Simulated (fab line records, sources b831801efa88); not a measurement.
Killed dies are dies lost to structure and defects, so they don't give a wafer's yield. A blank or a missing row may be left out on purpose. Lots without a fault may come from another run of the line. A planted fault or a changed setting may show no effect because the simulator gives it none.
fab line records | flow sky130
record lots=24 wafers=72 last_day=50
route steps=708 shown LI_CONTACT@377 LOCAL_INTERCONNECT@398 METAL2@486 VIA2@519 METAL3@534
lots that met no fault: from a run of the same line without faults
start_h: hours from the record's first day to the start of the lot's first wafer shown | wait_h: hours since the lot's step before | " the same as in the row above | L1.1+2: a row that stands for several wafers | - no value, or no start given | * or withheld: withheld | < > ~ a bound
route shown NAME@n: a module of which the file shows steps, and the number in the route of the first | usual: mean/standard deviation of fault-free wafers | same: alike in all rows | chamber/n: place in a boat | sites: the reading at each site | _std_site: their standard deviation | _edge_site: outer sites' mean less inner sites' | radius_mm: how far each site lies from the wafer's centre | mask NAME#n: copy n | behind: the tool/chamber that last shaped the wafer | hold: why the lot was held/for how many hours/how that ended | device: the transistor (n, p or np) that didn't switch | end of line: the same wafers' tests at the end of the route | a step without rows: its recipe alone | killed: dies lost to structure and defects at the first sort, not the wafer's yield | map: a wafer's dies, x killed, . not, _ none there
set.NAME: the setting as run; set.NAME@STEP: as run at that earlier step | model.NAME: the simulator's own value behind a step, which no gauge read
steps of the route over a sample of lots; a table a step, a row a wafer
services: from which hour (start_h, from the record's first day; less than 0 if before it) a tool's chamber was out of use, for how many hours, and why
## steps
# step SKY_LI_CONTACT_ETCH_15
# recipe target=PSG chemistry=C4F8/O2/Ar stop_on=Si taper_deg=4.15 mask_material=KrF-thick source_w=1500 bias_w=1200 pressure_mtorr=40 c4f8_flow_sccm=withheld O2_flow_sccm=6 Ar_flow_sccm=300 time_s=withheld target_depth_a=6000
# usual oes_product_au=0.836/0.0047
# columns lot.wafer tool chamber start_h wait_h oes_product_au
L074.1 rie_diel-04 0 691.50 0.0 0.841
L074.3 " 2 " " 0.841
L074.5 " 0 " " 0.835
L075.1 rie_diel-03 3 692.79 0.0 0.840
L075.3 " 0 " " 0.840
L075.5 " 3 " " 0.840
L076.2 rie_diel-03 3 720.77 0.0 0.841
L076.4 " 0 " " 0.830
L076.5 " 1 " " 0.838
L077.1 rie_diel-04 0 721.12 0.0 0.837
L077.4 " 3 " " 0.834
L077.6 " 0 " " 0.836
L078.2 rie_diel-04 2 727.22 0.0 0.830
L078.3 " 1 " " 0.841
L078.4 " 0 " " 0.831
L079.2 rie_diel-03 0 732.27 0.0 0.825
L079.3 " 3 " " 0.831
L079.5 " 3 " " 0.837
L082.2 rie_diel-01 0 741.08 0.0 0.845
L082.3 " 2 " " 0.836
L082.4 " 3 " " 0.827
L080.3 rie_diel-01 1 743.37 0.0 0.842
L080.5 " 1 " " 0.837
L080.6 " 2 " " 0.835
L081.1 rie_diel-03 1 744.62 0.0 0.845
L081.3 " 3 " " 0.836
L081.4 " 0 " " 0.843
L083.3 rie_diel-01 2 749.17 0.0 0.836
L083.4 " 0 " " 0.835
L083.6 " 0 " " 0.834
L084.1 rie_diel-04 3 760.27 0.0 0.837
L084.2 " 2 " " 0.835
L084.5 " 2 " " 0.836
L086.2 rie_diel-03 0 771.27 0.0 0.840
L086.3 " 2 " " 0.832
L086.5 " 2 " " 0.836
L085.1 rie_diel-01 3 774.18 0.0 0.835
L085.3 " 0 " " 0.836
L085.6 " 0 " " 0.836
L087.1 rie_diel-03 3 777.82 0.0 0.832
L087.2 " 2 " " 0.845
L087.4 " 0 " " 0.837
L088.3 rie_diel-03 3 788.47 0.0 0.844
L088.5 " 0 " " 0.846
L088.6 " 3 " " 0.836
L089.1 rie_diel-03 2 818.67 0.0 0.843
L089.2 " 1 " " 0.843
L089.4 " 0 " " 0.835
L091.3 rie_diel-01 3 819.02 0.0 0.833
L091.5 " 2 " " 0.836
L091.6 " 3 " " 0.833
L090.1 rie_diel-04 2 819.23 0.0 0.834
L090.3 " 3 " " 0.827
L090.6 " 0 " " 0.835
L092.2 rie_diel-03 3 820.38 0.0 0.834
L092.3 " 1 " " 0.841
L092.6 " 3 " " 0.840
L093.2 rie_diel-03 2 826.47 0.0 0.835
L093.4 " 1 " " 0.834
L093.6 " 1 " " 0.833
L094.2 rie_diel-04 2 839.02 0.0 0.843
L094.3 " 0 " " 0.839
L094.4 " 3 " " 0.843
L095.2 rie_diel-03 0 844.71 0.0 0.829
L095.4 " 1 " " 0.834
L095.5 " 1 " " 0.843
L096.1 rie_diel-01 0 850.47 0.0 0.832
L096.5 " 0 " " 0.835
L096.6 " 1 " " 0.839
L097.2 rie_diel-04 3 852.02 0.0 0.834
L097.5 " 2 " " 0.834
L097.6 " 3 " " 0.836
# step SKY_LOCAL_INTERCONNECT_CD_MEAS_11
# recipe target_cd_nm=170
# usual cd_nm=170.0/1.4
# columns lot.wafer tool chamber start_h wait_h cd_nm
L074.1 cd_sem-01 - 722.01 - 168.8
L074.3 " - " " 167.2
L074.5 " - " " 168.5
L075.1 cd_sem-02 - 723.26 - 169.5
L075.3 " - " " 170.0
L075.5 " - " " 170.7
L076.2 cd_sem-02 - 750.09 - 167.8
L076.4 " - " " 169.8
L076.5 " - " " 168.8
L077.1 cd_sem-01 - 750.23 - 169.8
L077.4 " - " " 169.2
L077.6 " - " " 168.5
L078.2 cd_sem-02 - 756.04 - 170.1
L078.3 " - " " 169.6
L078.4 " - " " 170.0
L079.2 cd_sem-02 - 760.84 - 168.7
L079.3 " - " " 168.5
L079.5 " - " " 168.9
L082.2 cd_sem-01 - 768.79 - 168.2
L082.3 " - " " 169.7
L082.4 " - " " 168.6
L080.3 cd_sem-01 - 771.41 - 170.8
L080.5 " - " " 171.8
L080.6 " - " " 170.3
L081.1 cd_sem-01 - 772.03 - 168.5
L081.3 " - " " 168.3
L081.4 " - " " 167.2
L083.3 cd_sem-01 - 776.71 - 171.5
L083.4 " - " " 169.5
L083.6 " - " " 169.0
L084.1 cd_sem-01 - 788.13 - 170.0
L084.2 " - " " 168.1
L084.5 " - " " 169.2
L086.2 cd_sem-01 - 798.95 - 172.0
L086.3 " - " " 170.5
L086.5 " - " " 171.9
L085.1 cd_sem-02 - 801.92 - 172.6
L085.3 " - " " 174.7
L085.6 " - " " 171.6
L087.1 cd_sem-02 - 805.22 - 172.3
L087.2 " - " " 171.2
L087.4 " - " " 173.5
L088.3 cd_sem-01 - 817.07 - 169.8
L088.5 " - " " 170.3
L088.6 " - " " 169.7
L089.1 cd_sem-01 - 845.47 - 170.7
L089.2 " - " " 171.9
L089.4 " - " " 172.3
L091.3 cd_sem-02 - 846.51 - 167.9
L091.5 " - " " 168.4
L091.6 " - " " 170.5
L090.1 cd_sem-02 - 847.08 - 169.9
L090.3 " - " " 169.0
L090.6 " - " " 168.6
L092.2 cd_sem-01 - 847.44 - 170.6
L092.3 " - " " 170.6
L092.6 " - " " 170.1
L093.2 cd_sem-02 - 853.44 - 169.4
L093.4 " - " " 169.8
L093.6 " - " " 169.5
L094.2 cd_sem-02 - 865.69 - 168.0
L094.3 " - " " 169.3
L094.4 " - " " 167.6
L095.2 cd_sem-02 - 872.20 - 170.6
L095.4 " - " " 168.6
L095.5 " - " " 169.8
L096.1 cd_sem-01 - 877.53 - 170.9
L096.5 " - " " 172.1
L096.6 " - " " 172.5
L097.2 cd_sem-01 - 879.65 - 170.4
L097.5 " - " " 169.9
L097.6 " - " " 169.6
# step SKY_LOCAL_INTERCONNECT_ETCH_13
# recipe chemistry=N2/H2 target=BARC ion_energy_ev=200 bias_w=100 pressure_mtorr=30 n2_flow_sccm=100 h2_flow_sccm=200 icp_w=500 stop_on=SiO2 time_s=45.9 target_depth_a=600
# usual drypump_motor_current_A=5.5/0.61 h2_flow_sccm=200.0/0.54 oes_product_au=0.856/0.0049 throttle_valve_pct=13.226/0.0097
# columns lot.wafer tool chamber start_h wait_h drypump_motor_current_A h2_flow_sccm oes_product_au rf_hours_counter_h throttle_valve_pct
L074.1 rie_metal-03 0 722.17 0.0 6.5 199.3 0.865 6 13.228
L074.3 " 1 " " 6.0 200.9 0.854 - 13.212
L074.5 " 0 " " 6.5 199.4 0.855 - 13.238
L075.1 rie_metal-01 0 723.42 0.0 4.9 200.2 0.849 1 13.232
L075.3 " 0 " " 4.9 200.1 0.848 - 13.212
L075.5 " 1 " " 5.0 200.1 0.861 - 13.215
L076.2 rie_metal-02 1 750.22 0.0 5.9 200.1 0.859 8 13.243
L076.4 " 0 " " 4.8 200.2 0.847 - 13.247
L076.5 " 1 " " 5.9 199.4 0.857 - 13.236
L077.1 rie_metal-01 0 750.38 0.0 4.9 200.1 0.855 3 13.226
L077.4 " 0 " " 4.9 199.6 0.860 - 13.226
L077.6 " 1 " " 5.0 199.2 0.855 - 13.219
L078.2 rie_metal-03 0 756.17 0.0 6.5 200.5 0.850 8 13.232
L078.3 " 0 " " 6.4 199.7 0.849 - 13.228
L078.4 " 1 " " 6.0 200.2 0.857 - 13.234
L079.2 rie_metal-03 1 760.97 0.0 6.0 199.2 0.875 11 13.218
L079.3 " 1 " " 5.9 199.4 0.863 - 13.223
L079.5 " 1 " " 6.0 199.3 0.855 - 13.219
L082.2 rie_metal-01 0 768.92 0.0 4.9 200.6 0.858 3 13.238
L082.3 " 0 " " 4.9 200.8 0.857 - 13.222
L082.4 " 1 " " 5.0 200.8 0.861 - 13.217
L080.3 rie_metal-02 0 771.55 0.0 4.8 200.6 0.855 - 13.232
L080.5 " 0 " " 4.8 200.6 0.858 - 13.240
L080.6 " 1 " " 5.9 200.0 0.861 - 13.223
L081.1 rie_metal-03 1 772.18 0.0 5.9 199.9 0.853 11 13.228
L081.3 " 1 " " 5.9 200.3 0.850 - 13.230
L081.4 " 0 " " 6.5 200.0 0.853 - 13.221
L083.3 rie_metal-03 0 776.84 0.0 6.5 199.9 0.863 - 13.215
L083.4 " 1 " " 6.0 200.1 0.847 - 13.227
L083.6 " 0 " " 6.4 200.2 0.851 - 13.234
L084.1 rie_metal-01 1 788.28 0.0 5.0 198.7 0.853 13 13.222
L084.2 " 0 " " 4.9 199.6 0.848 4 13.228
L084.5 " 1 " " 5.0 199.4 0.851 - 13.225
L086.2 rie_metal-01 0 799.08 0.0 4.9 199.9 0.856 4 13.220
L086.3 " 0 " " 4.9 200.0 0.854 - 13.239
L086.5 " 0 " " 4.9 199.6 0.852 - 13.235
L085.1 rie_metal-01 1 802.07 0.0 5.1 200.9 0.848 13 13.215
L085.3 " 0 " " 4.9 200.2 0.851 - 13.236
L085.6 " 0 " " 4.9 201.9 0.852 - 13.231
L087.1 rie_metal-01 0 805.37 0.0 4.9 199.9 0.852 4 13.252
L087.2 " 1 " " 5.1 200.3 0.856 14 13.240
L087.4 " 0 " " 4.9 200.0 0.852 - 13.231
L088.3 rie_metal-02 1 817.20 0.0 5.9 200.6 0.858 - 13.199
L088.5 " 1 " " 5.9 201.4 0.857 - 13.224
L088.6 " 0 " " 4.8 200.3 0.849 - 13.222
L089.1 rie_metal-02 1 845.62 0.0 5.9 199.3 0.859 11 13.220
L089.2 " 0 " " 4.8 199.2 0.858 17 13.234
L089.4 " 1 " " 6.0 199.2 0.864 - 13.219
L091.3 rie_metal-01 0 846.64 0.0 4.9 200.1 0.857 - 13.229
L091.5 " 1 " " 5.0 199.6 0.855 - 13.231
L091.6 " 0 " " 4.9 200.3 0.858 - 13.223
L090.1 rie_metal-03 0 847.23 0.0 6.5 200.1 0.858 11 13.221
L090.3 " 0 " " 6.5 200.2 0.853 - 13.218
L090.6 " 1 " " 6.0 200.3 0.855 - 13.219
L092.2 rie_metal-02 0 847.57 0.0 4.8 199.6 0.854 17 13.224
L092.3 " 1 " " 5.9 199.7 0.848 - 13.230
L092.6 " 0 " " 4.8 201.2 0.849 - 13.234
L093.2 rie_metal-02 1 853.60 0.0 5.9 199.6 0.861 - 13.220
L093.4 " 1 " " 5.9 199.6 0.857 - 13.221
L093.6 " 1 " " 5.9 200.2 0.863 - 13.221
L094.2 rie_metal-02 1 865.85 0.0 6.0 201.0 0.853 - 13.232
L094.3 " 1 " " 5.9 200.2 0.853 - 13.221
L094.4 " 1 " " 5.9 200.1 0.856 - 13.233
L095.2 rie_metal-02 0 872.33 0.0 4.8 199.5 0.859 0 13.209
L095.4 " 1 " " 5.9 200.0 0.860 - 13.223
L095.5 " 0 " " 4.8 199.2 0.857 - 13.225
L096.1 rie_metal-02 0 877.68 0.0 4.8 200.5 0.856 0 13.228
L096.5 " 1 " " 5.9 199.4 0.861 - 13.242
L096.6 " 0 " " 4.8 200.6 0.855 - 13.210
L097.2 rie_metal-02 0 879.78 0.0 4.8 200.4 0.868 0 13.225
L097.5 " 0 " " 4.8 199.7 0.860 - 13.222
L097.6 " 1 " " 6.0 199.5 0.853 - 13.223
# step SKY_METAL2_SPUTTER_03
# recipe material=Ti target_thk_nm=5 power_w=3000 time_s=3.3 chamber_pressure_pa=0.4
# usual throttle_valve_pct=30.5/0.87
# columns lot.wafer tool chamber start_h wait_h throttle_valve_pct
L074.1 pvd_sputter-01 - 811.16 0.0 30.2
L074.3 " - " " 27.9
L074.5 " - " " 30.1
L075.1 pvd_sputter-03 - 811.82 0.0 31.2
L075.3 " - " " 30.5
L075.5 " - " " 30.5
L076.2 pvd_sputter-03 - 835.27 0.0 31.7
L076.4 " - " " 30.4
L076.5 " - " " 31.7
L077.1 pvd_sputter-03 - 836.37 0.0 30.4
L077.4 " - " " 31.9
L077.6 " - " " 30.4
L078.2 pvd_sputter-03 - 842.05 0.0 31.2
L078.3 " - " " 31.7
L078.4 " - " " 30.3
L079.2 pvd_sputter-01 - 846.67 0.0 30.1
L079.3 " - " " 30.1
L079.5 " - " " 30.6
L082.2 pvd_sputter-03 - 854.52 0.0 30.4
L082.3 " - " " 32.1
L082.4 " - " " 30.3
L080.3 pvd_sputter-01 - 855.47 0.0 30.3
L080.5 " - " " 30.2
L080.6 " - " " 30.0
L081.1 pvd_sputter-03 - 857.42 0.0 30.4
L081.3 " - " " 31.0
L081.4 " - " " 30.3
L083.3 pvd_sputter-01 - 860.11 0.0 28.3
L083.4 " - " " 30.1
L083.6 " - " " 30.1
L084.1 pvd_sputter-04 - 872.73 0.0 31.0
L084.2 " - " " 30.9
L084.5 " - " " 30.9
L086.2 pvd_sputter-04 - 882.77 0.0 30.1
L086.3 " - " " 29.5
L086.5 " - " " 31.2
L085.1 pvd_sputter-03 - 887.84 0.0 31.8
L085.3 " - " " 30.4
L085.6 " - " " 31.7
L087.1 pvd_sputter-03 - 889.22 0.0 31.7
L087.2 " - " " 30.4
L087.4 " - " " 31.4
L088.3 pvd_sputter-01 - 900.20 0.0 30.1
L088.5 " - " " 30.5
L088.6 " - " " 30.0
L089.1 pvd_sputter-04 - 926.56 0.0 30.6
L089.2 " - " " 30.9
L089.4 " - " " 30.1
L091.3 pvd_sputter-03 - 927.89 0.0 30.2
L091.5 " - " " 31.1
L091.6 " - " " 30.1
L090.1 pvd_sputter-04 - 928.47 0.0 31.1
L090.3 " - " " 29.9
L090.6 " - " " 30.8
L092.2 pvd_sputter-03 - 930.09 0.0 30.4
L092.3 " - " " 30.3
L092.6 " - " " 30.3
L093.2 pvd_sputter-01 - 936.22 0.0 30.5
L093.4 " - " " 27.9
L093.6 " - " " 30.5
L094.2 pvd_sputter-03 - 946.87 0.0 31.1
L094.3 " - " " 30.5
L094.4 " - " " 32.1
L095.2 pvd_sputter-03 - 952.47 0.0 30.2
L095.4 " - " " 30.4
L095.5 " - " " 30.6
L096.1 pvd_sputter-01 - 957.77 0.0 29.9
L096.5 " - " " 30.0
L096.6 " - " " 30.6
L097.2 pvd_sputter-03 - 959.79 0.0 31.4
L097.5 " - " " 31.4
L097.6 " - " " 30.3
# step SKY_VIA2_CD_MEAS_12
# recipe target_cd_nm=200
# usual cd_nm=200.2/1.2
# columns lot.wafer tool chamber start_h wait_h cd_nm
L074.1 cd_sem-01 - 864.37 - 197.9
L074.3 " - " " 198.6
L074.5 " - " " 196.8
L075.1 cd_sem-01 - 864.49 - 199.7
L075.3 " - " " 200.6
L075.5 " - " " 200.9
L076.2 cd_sem-02 - 888.54 - 197.5
L076.4 " - " " 199.8
L076.5 " - " " 197.9
L077.1 cd_sem-01 - 889.98 - 197.2
L077.4 " - " " 199.8
L077.6 " - " " 198.5
L078.2 cd_sem-01 - 895.10 - 200.3
L078.3 " - " " 201.4
L078.4 " - " " 200.1
L079.2 cd_sem-02 - 899.24 - 200.2
L079.3 " - " " 200.8
L079.5 " - " " 200.7
L082.2 cd_sem-01 - 907.45 - 201.1
L082.3 " - " " 201.8
L082.4 " - " " 201.4
L080.3 cd_sem-02 - 908.61 - 199.8
L080.5 " - " " 199.4
L080.6 " - " " 200.4
L081.1 cd_sem-01 - 912.42 - 200.0
L081.3 " - " " 202.4
L081.4 " - " " 203.0
L083.3 cd_sem-01 - 913.46 - 201.8
L083.4 " - " " 201.9
L083.6 " - " " 202.0
L084.1 cd_sem-02 - 924.57 - 198.6
L084.2 " - " " 199.4
L084.5 " - " " 197.5
L086.2 cd_sem-02 - 934.05 - 199.0
L086.3 " - " " 199.1
L086.5 " - " " 197.5
L085.1 cd_sem-02 - 937.32 - 200.8
L085.3 " - " " 200.7
L085.6 " - " " 200.5
L087.1 cd_sem-02 - 940.17 - 200.6
L087.2 " - " " 201.0
L087.4 " - " " 200.6
L088.3 cd_sem-01 - 949.92 - 198.7
L088.5 " - " " 199.9
L088.6 " - " " 198.0
L089.1 cd_sem-02 - 976.07 - 198.6
L089.2 " - " " 199.6
L089.4 " - " " 199.3
L091.3 cd_sem-02 - 976.46 - 199.6
L091.5 " - " " 198.7
L091.6 " - " " 200.7
L090.1 cd_sem-02 - 977.12 - 201.2
L090.3 " - " " 200.6
L090.6 " - " " 200.4
L092.2 cd_sem-02 - 977.49 - 201.9
L092.3 " - " " 202.3
L092.6 " - " " 201.7
L093.2 cd_sem-02 - 985.71 - 200.9
L093.4 " - " " 200.9
L093.6 " - " " 199.7
L094.2 cd_sem-02 - 996.14 - 200.2
L094.3 " - " " 201.8
L094.4 " - " " 200.8
L095.2 cd_sem-02 - 1004.43 - 201.3
L095.4 " - " " 199.8
L095.5 " - " " 200.4
L096.1 cd_sem-02 - 1006.68 - 200.7
L096.5 " - " " 200.2
L096.6 " - " " 200.5
L097.2 cd_sem-02 - 1008.55 - 200.4
L097.5 " - " " 198.5
L097.6 " - " " 201.4
# step SKY_METAL3_SPUTTER_02
# recipe material=AlCu target_thk_nm=735 power_w=10600 time_s=39.1 chamber_pressure_pa=0.4
# usual throttle_valve_pct=30.0/1.2
# columns lot.wafer tool chamber start_h wait_h throttle_valve_pct
L074.1 pvd_sputter-03 - 865.94 0.0 30.4
L074.3 " - " " 31.2
L074.5 " - " " 31.8
L075.1 pvd_sputter-02 - 866.24 0.0 29.6
L075.3 " - " " 31.6
L075.5 " - " " 29.2
L076.2 pvd_sputter-02 - 890.86 0.0 29.5
L076.4 " - " " 32.1
L076.5 " - " " 29.4
L077.1 pvd_sputter-03 - 891.55 0.0 31.6
L077.4 " - " " 30.2
L077.6 " - " " 30.6
L078.2 pvd_sputter-02 - 896.66 0.0 29.2
L078.3 " - " " 28.2
L078.4 " - " " 29.3
L079.2 pvd_sputter-02 - 900.82 0.0 29.1
L079.3 " - " " 28.2
L079.5 " - " " 28.2
L082.2 pvd_sputter-01 - 909.04 0.0 30.7
L082.3 " - " " 30.3
L082.4 " - " " 27.9
L080.3 pvd_sputter-01 - 910.18 0.0 28.2
L080.5 " - " " 28.2
L080.6 " - " " 30.5
L081.1 pvd_sputter-01 - 914.04 0.0 28.2
L081.3 " - " " 30.3
L081.4 " - " " 30.2
L083.3 pvd_sputter-03 - 915.23 0.0 31.9
L083.4 " - " " 30.5
L083.6 " - " " 30.3
L084.1 pvd_sputter-03 - 926.29 0.0 30.3
L084.2 " - " " 30.5
L084.5 " - " " 31.0
L086.2 pvd_sputter-01 - 935.61 0.0 30.2
L086.3 " - " " 30.4
L086.5 " - " " 27.9
L085.1 pvd_sputter-01 - 938.89 0.0 28.1
L085.3 " - " " 30.4
L085.6 " - " " 27.9
L087.1 pvd_sputter-02 - 941.76 0.0 28.3
L087.2 " - " " 32.1
L087.4 " - " " 29.5
L088.3 pvd_sputter-03 - 951.46 0.0 30.4
L088.5 " - " " 30.8
L088.6 " - " " 31.3
L089.1 pvd_sputter-01 - 977.64 0.0 30.2
L089.2 " - " " 30.3
L089.4 " - " " 30.8
L091.3 pvd_sputter-01 - 978.24 0.0 30.8
L091.5 " - " " 30.1
L091.6 " - " " 30.3
L090.1 pvd_sputter-02 - 978.69 0.0 28.1
L090.3 " - " " 31.6
L090.6 " - " " 28.2
L092.2 pvd_sputter-02 - 979.29 0.0 28.2
L092.3 " - " " 29.4
L092.6 " - " " 29.4
L093.2 pvd_sputter-03 - 987.45 0.0 31.2
L093.4 " - " " 31.2
L093.6 " - " " 30.3
L094.2 pvd_sputter-02 - 997.73 0.0 28.0
L094.3 " - " " 29.2
L094.4 " - " " 31.8
L095.2 pvd_sputter-01 - 1006.32 0.0 30.3
L095.4 " - " " 27.9
L095.5 " - " " 30.5
L096.1 pvd_sputter-02 - 1008.29 0.0 31.8
L096.5 " - " " 29.3
L096.6 " - " " 31.7
L097.2 pvd_sputter-02 - 1010.15 0.0 29.4
L097.5 " - " " 32.0
L097.6 " - " " 29.3
## services
# columns tool chamber start_h hours kind
rie_metal-01 - 681.15 0.6 repair
rie_metal-02 0 701.89 1.8 repair
rie_metal-01 - 710.01 4.3 pm
rie_diel-04 2 711.96 7.8 repair
rie_metal-01 0 718.53 2.8 repair
rie_diel-04 1 728.36 2.5 repair
rie_diel-03 - 740.08 1.4 repair
rie_diel-03 3 756.81 3.0 repair
rie_diel-03 2 763.08 3.7 repair
pvd_sputter-03 - 820.28 5.5 repair
rie_metal-02 - 822.72 2.8 pm
rie_diel-03 0 854.62 2.7 repair
rie_metal-02 1 858.04 4.1 repair
rie_diel-03 1 893.60 2.9 repair
rie_diel-03 3 901.98 11.4 repair
rie_metal-02 - 940.59 1.0 repair
rie_metal-02 1 947.69 1.9 repair
rie_metal-02 - 949.61 2.4 repair
rie_metal-02 - 950.11 0.3 repair
rie_diel-03 - 955.67 0.3 repair
pvd_sputter-01 - 965.81 3.5 repair
rie_diel-03 0 969.00 10.6 repair
rie_diel-03 - 972.73 0.4 repair
pvd_sputter-02 - 982.20 5.8 repair
## key
fault none
